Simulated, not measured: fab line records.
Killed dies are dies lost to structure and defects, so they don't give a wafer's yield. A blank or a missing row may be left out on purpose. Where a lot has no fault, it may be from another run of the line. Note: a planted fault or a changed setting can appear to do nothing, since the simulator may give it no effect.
Matching of chambers | flow gf180mcu | GF_V3_CVD_02 on pecvd-01: 3 sister chambers
The step deposits SiO2 from TEOS, target thk 850 nm, time 94.851 s. 14 wafers are shown with their chamber, then 7 later ones without.

== EACH WAFER AND ITS CHAMBER ==
wafer  | chamber | heater-power-w (W) | heater-power-outer-w (W)
L228.3 | 2       | 669                | 387
L228.5 | 0       | 696                | 345
L228.6 | 1       | 862                | 542
L231.1 | 0       | 719                | 379
L231.3 | 2       | 554                | 316
L231.5 | 1       | 864                | 517
L232.2 | 0       | 752                | 393
L232.3 | 1       | 831                | 494
L232.5 | 1       | 868                | 515
L238.4 | 2       | 544                | 310
L238.5 | 0       | 611                | 305
L238.6 | 2       | 622                | 345
L242.4 | 2       | 651                | 390
L242.5 | 0       | 743                | 402

SIGNATURES (averages over the wafers above)
reading              | chamber 0 | chamber 1 | chamber 2 | scatter within a chamber
heater-power-w       | 704.20    | 856.25    | 608.00    | 49
heater-power-outer-w | 364.80    | 517.00    | 349.60    | 34.7
Rule: a wafer's distance from a chamber is the root of the sum, over the readings, of the square of ((its reading less the chamber's mean) divided by the reading's scatter). If the next closest chamber is less than 2 further off than the closest, the wafer can't be placed; otherwise it belongs to the closest. How the scatter is found: for the shown wafers, subtract from each reading the mean of its chamber, square and add these, divide the total by (wafers less chambers), then take the root.

== WAFERS WHOSE CHAMBER IS MISSING ==
wafer  | heater-power-w (W) | heater-power-outer-w (W)
L242.6 | 840                | 524
L249.1 | 877                | 532
L249.4 | 643                | 371
L249.5 | 760                | 419
L251.1 | 851                | 498
L251.2 | 700                | 354
L251.3 | 696                | 428

== WHICH CHAMBER EACH ONE RAN IN ==
wafer  | from the rows above          | in truth
L242.6 | 1                            | 1
L249.1 | 1                            | 1
L249.4 | can't be placed: 2 or 0      | 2
L249.5 | can't be placed: 0 or 1 or 2 | 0
L251.1 | 1                            | 1
L251.2 | can't be placed: 0 or 2      | 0
L251.3 | can't be placed: 0 or 2      | 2
Placed correctly: 3 of 7. Can't be placed from these rows: 4 (the true chamber is among the candidates in 4). 0 placed wrongly.
